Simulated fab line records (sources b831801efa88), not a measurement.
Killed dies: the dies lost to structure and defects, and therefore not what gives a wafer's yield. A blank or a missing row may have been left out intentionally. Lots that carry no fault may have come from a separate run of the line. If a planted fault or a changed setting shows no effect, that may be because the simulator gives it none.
What tool caused it? -- flow sky130 -- 35 wafers sampled from 12 lots at 1 step of a route of 708

## WHAT THE GAUGES SHOWED, per wafer
SKY_VT_ADJUST_PCH_OVL_MEAS_07.
lot,measured,on,VT_ADJUST_PCH_OVL (nm)
L903,day 11 05:43,overlay-01,2.1 1.7 2.2
L906,day 12 02:26,overlay-02,1.9 -0.2 2.5
L913,day 14 06:32,overlay-02,0.3 -1.4 0.1
L914,day 14 16:02,overlay-02,3.6 1.1 1.0
L915,day 15 00:32,overlay-02,-1.6 -1.6 -1.7
L916,day 15 08:44,overlay-02,2.9 2.2 2.4
L918,day 15 19:30,overlay-02,-1.2 -2.2 -1.1
L919,day 16 05:42,overlay-01,-1.9 -0.1
L920,day 16 11:00,overlay-02,-1.7 -1.8 0.1
L921,day 16 16:18,overlay-01,1.7 1.5 -1.5
L923,day 17 05:16,overlay-02,-2.5 -2.9 -2.0
L924,day 18 01:33,overlay-02,-0.4 0.0 0.9

## TOOL THAT RAN EACH LOT (tool first, then ch and the chambers of the sampled wafers, then the start)
The record holds no process step before these readings.

## AS READ BY THE TOOLS THEMSELVES (means over the sampled wafers that have a number; for cases with no such wafer, the mark the record gives instead)
The record holds no such reading with a usual standard deviation.

## THE ANSWER, worked out from the rows above alone
Rule: usual is defined by the lots themselves. The widest of any qualifying gaps counts: lots, ordered by their means at a reading, are off when they make up no more than a third of the lots, leave a main group of 4 or more, and stand apart from it by 3 or more times the standard deviation of that group's means. A main group whose means are all the same, to the digits that the tables above print for the reading, isn't used. Also off: a lot with no number at a reading for which 4 or more lots have one. Any other lot the step has rows for is counted as sound. Order of review: gauges by route order, followed by the tools' own readings, for which a lot's mean as printed above is used. At the first step where some lot is off, the reading lying furthest off is the one used; lots without a number count as furthest.
Nothing can be told from this: no lot is off at any reading shown.

## WHAT THE SIMULATOR HAD PUT IN
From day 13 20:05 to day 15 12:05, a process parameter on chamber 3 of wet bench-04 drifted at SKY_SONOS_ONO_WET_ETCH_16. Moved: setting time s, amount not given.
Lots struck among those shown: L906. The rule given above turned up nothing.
